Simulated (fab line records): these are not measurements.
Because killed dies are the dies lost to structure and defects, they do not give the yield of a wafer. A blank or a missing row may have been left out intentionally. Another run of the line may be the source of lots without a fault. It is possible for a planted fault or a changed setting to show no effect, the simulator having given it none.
Struck lot and sound lot, side by side + flow gf180mcu + 20 out of 602 route steps
Sound: wafers L918.4, L918.5, L918.6. Struck: wafers L926.1, L926.4, L926.6. Last of all comes the cause.
At each step with rows: each side's tool, then ch and its chambers, then its first start. Under that, the readings that differ: sound wafers + struck wafers + difference of the means + sigmas: that difference in standard deviations of wafers without a fault.
alike: readings whose means differ by less than 2 such deviations, and words and numbers that are the same on both sides. not compared: withheld readings, readings that some wafer has no value for, bounds like >300 that may hide the same value, and numbers for which the record gives no deviation and whose values overlap.
Wherever a step has rows on one side only, a row that says differs or no value, or a row with sigmas, the two part there. Numbers that have no deviation but don't overlap get no sigmas and don't part them. A reading that every wafer of one side lacks parts them only if that side has two wafers or more.

first, 1 step without rows for these wafers: GF_V1_CVD_00 (deposits SiO2, target thk 600 nm, time 100 s).
GF_V1_THK_MEAS_01:
  sound on film-metro-02, day 22 12:08; struck on film-metro-02, day 25 04:19
  alike: V1_CVD_00_THK
GF_V1_CVD_02: deposits SiO2 from TEOS, target thk 850 nm, time 94.851 s.
  sound on pecvd-03 ch 0,1,2, day 22 12:11; struck on pecvd-03 ch 0,2, day 25 04:23
  alike: heater-power-w
GF_V1_THK_MEAS_03:
  sound on film-metro-01, day 22 12:16; struck on film-metro-02, day 25 04:27
  alike: V1_CVD_02_THK
GF_V1_CMP_04: polishes SiO2.
  sound on cmp-01 ch 1,2, day 22 12:20; struck on cmp-01 ch 1,2,3, day 25 04:31
  alike: motor-current-A, time-to-endpoint-s
GF_V1_BOW_MEAS_05:
  sound on film-metro-04, day 22 12:39; struck on film-metro-01, day 25 04:49
  alike: V1_BOW
then, 6 steps without rows for these wafers: GF_V1_DEHYDRATE_06 (time 60 s); GF_V1_HMDS_07 (prime time 60 s); GF_V1_COAT_08; GF_V1_COAT_09 (resist thk 1000 nm); GF_V1_SOFTBAKE_10 (time 60 s); GF_V1_EXPOSE_11 (exposes mask Via1, target cd 260 nm).
GF_V1_PEB_12: peb time 90 s.
  sound on litho-track-04 ch 0, day 23 11:23; struck on litho-track-04 ch 0, day 26 01:59
| reading                  | sound                | struck               | difference | sigmas |
|--------------------------|----------------------|----------------------|------------|--------|
| heater-power-total-W (W) | 85.67 85.73 85.65    | 81.97 82.03 81.99    | -3.69      | -47    |
| plate-temp-C (C)         | 135.06 134.97 134.96 | 130.67 130.55 130.54 | -4.41      | -31    |
then, 1 step without rows for these wafers: GF_V1_DEVELOP_13 (develop time 60 s).
GF_V1_CD_MEAS_14 targets a cd of 260 nm.
  sound on cd-sem-01, day 23 11:41; struck on cd-sem-02, day 26 02:20
| reading    | sound             | struck            | difference | sigmas |
|------------|-------------------|-------------------|------------|--------|
| cd-nm (nm) | 260.2 261.0 261.6 | 245.0 246.0 244.6 | -15.7      | -10    |
GF_V1_OVL_MEAS_15:
  sound on overlay-01, day 23 11:46; struck on overlay-01, day 26 02:27
  alike: V1_OVL
GF_V1_ETCH_16: etches BARC in N2/H2.
  sound on rie-diel-01 ch 1,2, day 23 11:47; struck on rie-diel-03 ch 0,3, day 26 02:29
| reading             | sound             | struck          | difference | sigmas |
|---------------------|-------------------|-----------------|------------|--------|
| model.V1.cd-nm (nm) | 261.6 262.3 262.3 | 246 245.9 245.6 | -16        |        |
  alike: drypump-motor-current-A, oes-product-au, throttle-valve-pct
GF_V1_ETCH_17: etches SiO2 in C4F8/O2/Ar, stops on TiN, target depth 630 nm.
  sound on rie-diel-01 ch 1,2; struck on rie-diel-03 ch 0,3
| reading             | sound           | struck            | difference | sigmas |
|---------------------|-----------------|-------------------|------------|--------|
| model.V1.cd-nm (nm) | 260.4 261 263.1 | 245.6 246.1 245.5 | -15.8      |        |
  alike: oes-product-au
GF_V1_STRIP_18: strips in O2/N2.
  sound on plasma-asher-02 ch 0,1, day 23 11:56; struck on plasma-asher-04 ch 0,1, day 26 02:37
  alike: drypump-motor-current-A, heater-power-w, oes-product-au, platen-temp-c
  not compared: rf-hours-counter-h
-- the record jumps here: 9 days lie between the struck wafers' starts before and after (it left off in module V1 and takes up again in module PASSIVATION, whose first step shown is number 602 of the route) --
GF_PASSIVATION_PROBE_99:
  record: rows for the struck wafers here (prober-02, day 35 01:12), none for the sound ones

## WHERE THEY PART
Last at GF_PASSIVATION_PROBE_99 as far as this record goes, first at GF_V1_PEB_12.

WHY: the cause the simulator had injected
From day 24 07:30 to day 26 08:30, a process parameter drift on litho-track-04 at GF_V1_PEB_12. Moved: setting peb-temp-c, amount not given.
